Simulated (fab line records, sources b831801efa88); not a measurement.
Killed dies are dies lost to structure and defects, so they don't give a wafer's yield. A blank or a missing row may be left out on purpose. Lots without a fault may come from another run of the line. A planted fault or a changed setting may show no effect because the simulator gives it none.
Split-lot experiment | flow sfq_line | 5 lots, 15 wafers read, on a route of 325 steps

THE SPLIT
At SFQ_TRILAYER_M1_ETCH_METAL_ETCH_042 (etches Nb in Cl2/Ar, stops on SiO2, target depth 240 nm, time 120 s), the setting time_s was moved away from the recipe's 120 s on 4 of the 15 wafers read, by -7.8% to +11.3%. The other wafers ran this setting at the recipe's value.

The reading is taken at the split's own step.

THE READING
KrF_of_TRILAYER_M1_LITHO_COAT_039.thk_nm (the simulator's own value, which no gauge read), in nm, at SFQ_TRILAYER_M1_ETCH_METAL_ETCH_042 (etches Nb in Cl2/Ar, stops on SiO2, target depth 240 nm, time 120 s). The file gives no usual value for it. The 11 wafers here that ran the recipe average 379.5 nm, standard deviation 3.1 nm.

wafer  | tool, chamber at the split | time_s as run, s | against the recipe | KrF_of_TRILAYER_M1_LITHO_COAT_039.thk_nm, nm | against lot-mates on the recipe
L077.1 | rie_metal-01, 0            | 120              | recipe             | 382.7                                        | -
L077.3 | rie_metal-01, 1            | 120              | recipe             | 381.9                                        | -
L078.2 | rie_metal-02, 0            | 127.8            | +6.5%              | 373.3                                        | -9.8
L078.3 | rie_metal-02, 0            | 120              | recipe             | 383.1                                        | -
L079.1 | rie_metal-01, 1            | 120              | recipe             | 382                                          | -
L079.4 | rie_metal-01, 1            | 133.6            | +11.3%             | 363.6                                        | -18.6
L079.6 | rie_metal-01, 1            | 120              | recipe             | 382.5                                        | -
L081.1 | rie_metal-04, 0            | 120              | recipe             | 379.5                                        | -
L081.2 | rie_metal-04, 1            | 110.6            | -7.8%              | 391.6                                        | +12.5
L081.4 | rie_metal-04, 1            | 120              | recipe             | 378.2                                        | -
L081.5 | rie_metal-04, 1            | 120              | recipe             | 379.6                                        | -
L081.6 | rie_metal-04, 0            | 110.6            | -7.8%              | 390.6                                        | +11.5
L085.3 | rie_metal-04, 0            | 120              | recipe             | 374.2                                        | -
L085.4 | rie_metal-04, 1            | 120              | recipe             | 376.1                                        | -
L085.6 | rie_metal-04, 0            | 120              | recipe             | 375                                          | -

THE FIT
A straight line over all 15 wafers: KrF_of_TRILAYER_M1_LITHO_COAT_039.thk_nm changes by -1.37 nm for each +1% of time_s; r = -0.91; the points scatter about the line by 3 nm.
The same after taking each lot's own level away (the mean of its wafers on the recipe; 15 wafers): -1.58 nm for each +1%; r = -1.00; scatter 0.62 nm.
On that fit, the largest move of time_s shifts the reading by 18 nm.
The lots' own levels span 375.10 to 383.10 nm, that is 2.6 times the standard deviation above.
So the lot-to-lot level changes the slope: the two fits differ.
Check: with one of the wafers moved furthest among these (+11.3%) left out of the fit, the line predicts -17.3 nm for it against its lot-mates. It came out at -18.6 nm against them.
Tool readings at the split's step, against how far the setting was moved: oes_product_au r = -0.74.

OTHER SPLITS ON THESE WAFERS
These wafers also went through other splits before the reading. Each is held against what the fit with the lots' levels taken away leaves over:
other split on the same wafers          | wafers away from the commonest value | r with KrF_of_TRILAYER_M1_LITHO_COAT_039.thk_nm (lot level and that fit taken away)
SFQ_TRILAYER_M1_LITHO_COAT_044 spin_rpm | 5                                    | +0.00

THE FILE'S OWN FIT
KrF_of_TRILAYER_M1_LITHO_COAT_039.thk_nm changes by -1.58 nm for each +1% of time_s, r = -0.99.
